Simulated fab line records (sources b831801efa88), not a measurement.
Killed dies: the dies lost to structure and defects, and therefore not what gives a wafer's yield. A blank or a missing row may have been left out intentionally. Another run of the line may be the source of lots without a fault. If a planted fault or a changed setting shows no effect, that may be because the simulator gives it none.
fab line records	flow gf180mcu
record: lots: 11	wafers: 33	last_day: 34
route steps=602 shown HV_LDD@186 SAB@277 V1@346 V2@403
lots that met no fault: from a run of the same line without faults
start_h: start of the lot's first displayed wafer, in hours after the record's first day	wait_h: time in hours since the lot's previous step	" unchanged from the row above	L1.1+2: one row covering several wafers at once	- no value present, or no start provided	* or withheld: withheld	< > ~ a bound
route shown NAME@n: a module of which the file shows steps, and the number in the route of the first	usual: the fault-free wafers' mean and standard deviation	same: alike in all rows	chamber/n: place in a boat	sites: the reading at each site	_std_site: the standard deviation of these	_edge_site: inner sites' mean taken away from outer sites' mean	radius_mm: how far each site lies from the wafer's centre	mask NAME#n: copy n	behind: the most recent tool/chamber to have shaped the wafer	hold: why the lot went on hold/how many hours it stayed there/how the hold came to an end	device: which transistor (n, p or np) failed to switch	end of line: the route-end tests of the same wafers	step lacking rows: just its recipe	killed: dies that structure and defects cost at the first sort, which is not the same as the wafer's yield	map: a wafer's dies, marking killed ones x, the rest . and places with no die _
set.NAME: setting as actually run; set.NAME@STEP: the setting as run at that earlier step	model.NAME: the simulator's own value behind a step, which no gauge read
one table for each step of the route and one row for each wafer, over a sample of lots
services: a tool's chamber out of use, with start hour (start_h, from the record's first day; less than 0 if before it), hours out, and reason
== steps ==
step: GF_HV_LDD_STRIP_10
recipe: chemistry: O2/N2	power_w: 1400	pressure_mtorr: 1500	platen_temp_c: 250	o2_flow_sccm: 3000	n2_flow_sccm: 300	overash_fraction: 0.5
usual: drypump_motor_current_A: 5.8/0.49	heater_power_w: 338/10	oes_product_au: 0.716/0.0046	strip_time_to_endpoint_s: 12.63/0.035
lot.wafer	tool	chamber	start_h	wait_h	drypump_motor_current_A	heater_power_w	oes_product_au	rf_hours_counter_h	strip_time_to_endpoint_s
L307.2	plasma_asher-04	1	221.16	0.1	6.6	330	0.713	11	12.65
L307.4	"	1	"	"	6.6	328	0.716	-	12.65
L307.5	"	0	"	"	6.0	324	0.715	-	12.61
L308.1	plasma_asher-01	1	229.21	0.1	5.4	343	0.716	57	12.53
L308.2	"	0	"	"	5.5	319	0.714	57	12.56
L308.6	"	1	"	"	5.4	335	0.722	-	12.59
L310.2	plasma_asher-01	1	242.21	0.1	5.4	335	0.711	58	12.60
L310.3	"	1	"	"	5.4	344	0.712	-	12.61
L310.6	"	1	"	"	5.4	338	0.709	-	12.64
L311.2	plasma_asher-01	1	248.76	0.1	5.4	328	0.718	58	12.62
L311.4	"	1	"	"	5.4	338	0.722	-	12.62
L311.6	"	0	"	"	5.5	331	0.715	-	12.65
L318.1	plasma_asher-02	0	295.46	0.1	5.4	345	0.718	51	12.60
L318.3	"	1	"	"	6.4	342	0.717	-	12.60
L318.5	"	0	"	"	5.3	352	0.712	-	12.61
L320.2	plasma_asher-02	0	310.81	0.1	5.4	359	0.713	52	12.63
L320.4	"	1	"	"	6.4	343	0.718	-	12.63
L320.5	"	1	"	"	6.4	338	0.722	-	12.63
L321.2	plasma_asher-02	0	318.26	0.1	5.4	363	0.715	53	12.61
L321.4	"	1	"	"	6.3	336	0.714	-	12.62
L321.5	"	1	"	"	6.4	343	0.712	-	12.63
L325.1	plasma_asher-02	1	352.91	0.1	6.4	356	0.716	57	12.61
L325.4	"	1	"	"	6.4	339	0.720	-	12.59
L325.5	"	0	"	"	5.4	356	0.718	-	12.65
L327.1	plasma_asher-04	1	361.36	0.1	6.6	331	0.722	26	12.59
L327.3	"	1	"	"	6.6	328	0.719	-	12.57
L327.6	"	1	"	"	6.6	335	0.716	-	12.60
L328.1	plasma_asher-04	0	370.66	0.1	5.9	332	0.713	27	12.61
L328.2	"	1	"	"	6.6	327	0.714	27	12.64
L328.4	"	0	"	"	5.9	329	0.714	-	12.67
L329.2	plasma_asher-04	1	380.51	0.1	6.6	336	0.718	28	12.65
L329.3	"	0	"	"	5.9	330	0.705	-	12.65
L329.4	"	1	"	"	6.6	338	0.722	-	12.61
step: GF_SAB_STRIP_13
recipe: chemistry: O2/N2	power_w: 1400	pressure_mtorr: 1500	platen_temp_c: 250	o2_flow_sccm: 3000	n2_flow_sccm: 300	overash_fraction: 0.5
usual: drypump_motor_current_A: 5.8/0.38	heater_power_w: 335/14	oes_product_au: 0.710/0.0045	strip_time_to_endpoint_s: 12.62/0.044
lot.wafer	tool	chamber	start_h	wait_h	drypump_motor_current_A	heater_power_w	oes_product_au	rf_hours_counter_h	strip_time_to_endpoint_s
L307.2	plasma_asher-02	1	342.96	0.0	6.4	350	0.710	56	12.54
L307.4	"	1	"	"	6.4	346	0.715	-	12.61
L307.5	"	1	"	"	6.4	342	0.714	-	12.61
L308.1	plasma_asher-03	0	353.41	0.0	6.1	324	0.707	69	12.66
L308.2	"	1	"	"	5.6	344	0.715	69	12.64
L308.6	"	1	"	"	5.6	349	0.712	-	12.63
L310.2	plasma_asher-01	0	369.15	0.0	5.5	331	0.710	70	12.70
L310.3	"	0	"	"	5.5	324	0.713	-	12.64
L310.6	"	1	"	"	5.4	336	0.712	-	12.67
L311.2	plasma_asher-02	1	377.62	0.0	6.4	344	0.704	60	12.54
L311.4	"	0	"	"	5.4	345	0.709	-	12.54
L311.6	"	1	"	"	6.4	346	0.720	-	12.52
L318.1	plasma_asher-01	1	431.21	0.0	5.4	329	0.712	77	12.64
L318.3	"	1	"	"	5.4	340	0.711	-	12.57
L318.5	"	0	"	"	5.5	330	0.708	-	12.61
L320.2	plasma_asher-03	1	452.41	0.0	5.6	344	0.712	3	12.61
L320.4	"	0	"	"	6.1	326	0.704	-	12.64
L320.5	"	0	"	"	6.1	313	0.704	-	12.60
L321.2	plasma_asher-01	1	461.09	0.0	5.4	329	0.713	81	12.64
L321.4	"	1	"	"	5.4	335	0.704	-	12.58
L321.5	"	0	"	"	5.5	316	0.715	-	12.59
L325.1	plasma_asher-03	0	499.76	0.0	6.1	319	0.708	9	12.61
L325.4	"	1	"	"	5.6	340	0.710	-	12.65
L325.5	"	0	"	"	6.1	320	0.710	-	12.65
L327.1	plasma_asher-02	0	507.71	0.0	5.4	345	0.710	73	12.63
L327.3	"	1	"	"	6.4	345	0.705	-	12.65
L327.6	"	0	"	"	5.4	353	0.707	-	12.68
L328.1	plasma_asher-02	0	519.01	0.0	5.4	357	0.710	74	12.58
L328.2	"	1	"	"	6.4	344	0.707	74	12.59
L328.4	"	1	"	"	6.4	345	0.710	-	12.58
L329.2	plasma_asher-01	1	528.26	0.0	5.4	332	0.712	88	12.68
L329.3	"	1	"	"	5.4	326	0.712	-	12.71
L329.4	"	0	"	"	5.5	327	0.707	-	12.67
step: GF_V1_EXPOSE_11
recipe: mask_id: Via1	target_cd_nm: 260	na: 0.68	source_shape: conventional	sigma_outer: 0.6	dose_mj: 38
lot.wafer	tool	chamber	start_h	wait_h	mask
L307.2+4+5	krf_scanner-01	0	404.78	-	Via1#0
L308.1+2+6	krf_scanner-01	0	414.55	-	Via1#0
L310.2+3+6	krf_scanner-01	0	432.88	-	Via1#0
L311.2+4+6	krf_scanner-01	0	441.52	-	Via1#0
L318.1+3+5	krf_scanner-01	0	495.80	-	Via1#0
L320.2+4+5	krf_scanner-01	0	516.13	-	Via1#0
L321.2+4+5	krf_scanner-01	0	524.52	-	Via1#0
L325.1+4+5	krf_scanner-02	0	561.49	-	Via1#0
L327.1+3+6	krf_scanner-02	0	568.27	-	Via1#0
L328.1+2+4	krf_scanner-02	0	578.85	-	Via1#0
L329.2+3+4	krf_scanner-02	0	588.85	-	Via1#0
step: GF_V1_OVL_MEAS_15
usual: V1_OVL: -1/4.5
lot.wafer	tool	chamber	start_h	wait_h	hold	V1_OVL[nm]
L307.2	overlay-02	-	416.66	0.1	-	-2
L307.4	"	-	"	"	-	-6
L307.5	"	-	"	"	-	-2
L308.1	overlay-01	-	426.84	0.1	-	0
L308.2	"	-	"	"	-	-1
L308.6	"	-	"	"	-	0
L310.2	overlay-01	-	444.78	0.1	-	-9
L310.3	"	-	"	"	-	-4
L310.6	"	-	"	"	-	-11
L311.2	overlay-02	-	453.33	0.1	-	7
L311.4	"	-	"	"	-	-7
L311.6	"	-	"	"	-	6
L318.1	overlay-02	-	507.47	0.1	-	0
L318.3	"	-	"	"	-	0
L318.5	"	-	"	"	-	-8
L320.2	overlay-01	-	527.47	0.1	await_dispo/0.2h/release	39
L320.4	"	-	"	"	await_dispo/0.2h/release	41
L320.5	"	-	"	"	await_dispo/0.2h/release	39
L320.2	overlay-01	-	527.69	0.2	-	37
L320.4	"	-	"	"	-	39
L320.5	"	-	"	"	-	38
L321.2	overlay-01	-	535.97	0.1	await_dispo/0.2h/release	40
L321.4	"	-	"	"	await_dispo/0.2h/release	42
L321.5	"	-	"	"	await_dispo/0.2h/release	42
L321.2	overlay-01	-	536.18	0.2	-	38
L321.4	"	-	"	"	-	41
L321.5	"	-	"	"	-	40
L325.1	overlay-01	-	572.52	0.1	-	4
L325.4	"	-	"	"	-	2
L325.5	"	-	"	"	-	-3
L327.1	overlay-02	-	579.39	0.1	-	-7
L327.3	"	-	"	"	-	-3
L327.6	"	-	"	"	-	-4
L328.1	overlay-02	-	589.42	0.1	-	-2
L328.2	"	-	"	"	-	7
L328.4	"	-	"	"	-	4
L329.2	overlay-01	-	599.27	0.1	-	-1
L329.3	"	-	"	"	-	4
L329.4	"	-	"	"	-	2
step: GF_V2_SPUTTER_21
recipe: material: Ti	target_thk_nm: 15	chamber_pressure_pa: 5	power_w: 2500	substrate_temp_c: 200	time_s: 80.02
usual: cathode_dc_power_W: 2500.0/0.46	throttle_valve_pct: 29.9/0.87
lot.wafer	tool	chamber	start_h	wait_h	cathode_dc_power_W	throttle_valve_pct
L307.2	pvd_sputter-03	-	469.27	0.0	2500.1	30.4
L307.4	"	-	"	"	2499.7	31.3
L307.5	"	-	"	"	2500.0	29.8
L308.1	pvd_sputter-02	-	479.46	0.0	2499.9	30.0
L308.2	"	-	"	"	2499.2	29.9
L308.6	"	-	"	"	2500.9	29.7
L310.2	pvd_sputter-03	-	496.86	0.0	2499.1	30.6
L310.3	"	-	"	"	2500.7	31.5
L310.6	"	-	"	"	2499.9	29.6
L311.2	pvd_sputter-03	-	504.82	0.0	2500.4	30.7
L311.4	"	-	"	"	2499.6	29.8
L311.6	"	-	"	"	2500.2	31.3
L318.1	pvd_sputter-03	-	556.02	0.0	2500.0	30.5
L318.3	"	-	"	"	2500.2	31.1
L318.5	"	-	"	"	2500.1	30.6
L320.2	pvd_sputter-03	-	575.80	0.0	2500.9	31.4
L320.4	"	-	"	"	2500.0	30.3
L320.5	"	-	"	"	2500.3	31.1
L321.2	pvd_sputter-04	-	584.45	0.0	2500.1	30.0
L321.4	"	-	"	"	2499.9	30.6
L321.5	"	-	"	"	2499.9	29.9
L325.1	pvd_sputter-02	-	618.88	0.0	2499.7	29.9
L325.4	"	-	"	"	2499.7	29.6
L325.5	"	-	"	"	2500.2	30.1
L327.1	pvd_sputter-04	-	625.07	0.0	2500.9	30.5
L327.3	"	-	"	"	2499.6	29.9
L327.6	"	-	"	"	2499.1	30.7
L328.1	pvd_sputter-02	-	635.52	0.0	2500.3	27.9
L328.2	"	-	"	"	2500.1	29.8
L328.4	"	-	"	"	2500.1	30.0
L329.2	pvd_sputter-04	-	644.78	0.0	2500.2	30.5
L329.3	"	-	"	"	2499.7	30.5
L329.4	"	-	"	"	2499.5	29.8
== services ==
tool	chamber	start_h	hours	kind
krf_scanner-01	-	202.78	1.0	pm
plasma_asher-01	-	211.61	2.8	pm
krf_scanner-01	-	217.24	1.3	pm
krf_scanner-01	-	233.31	2.1	repair
pvd_sputter-03	-	236.57	6.8	repair
krf_scanner-01	-	262.63	0.8	pm
krf_scanner-01	-	359.70	4.4	pm
pvd_sputter-03	-	378.29	1.2	repair
pvd_sputter-03	-	393.74	2.6	repair
krf_scanner-01	-	394.83	1.0	pm
krf_scanner-01	-	395.83	1.3	pm
plasma_asher-02	-	417.28	23.2	pm
pvd_sputter-03	-	422.53	14.5	repair
krf_scanner-01	-	431.35	0.8	pm
pvd_sputter-03	-	471.36	2.3	repair
krf_scanner-01	-	481.41	4.2	repair
krf_scanner-01	-	536.14	0.9	repair
krf_scanner-01	-	540.78	1.0	pm
plasma_asher-01	-	547.11	0.8	repair
krf_scanner-01	-	566.70	0.8	pm
krf_scanner-01	-	569.04	1.3	pm
krf_scanner-01	-	596.88	4.0	pm
krf_scanner-01	-	601.65	0.8	pm
krf_scanner-01	-	612.58	1.9	repair
== key ==
first_sign: step: GF_V1_OVL_MEAS_15	reading: visit	direction: added
effect: step: GF_V1_OVL_MEAS_15	reading: V1_OVL	direction: up	sigmas: 9.3	usual: -1	struck: 41
met_at GF_V1_EXPOSE_11
struck_lots L320,L321
not_acting_at GF_HV_LDD_STRIP_10,GF_SAB_STRIP_13,GF_V2_SPUTTER_21
onset_between 495.80 516.13
fault: kind: scanner_matching_overlay	tool: krf_scanner-01	chamber: -	onset_h: 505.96	steps: GF_V1_EXPOSE_11	offset: 42.661
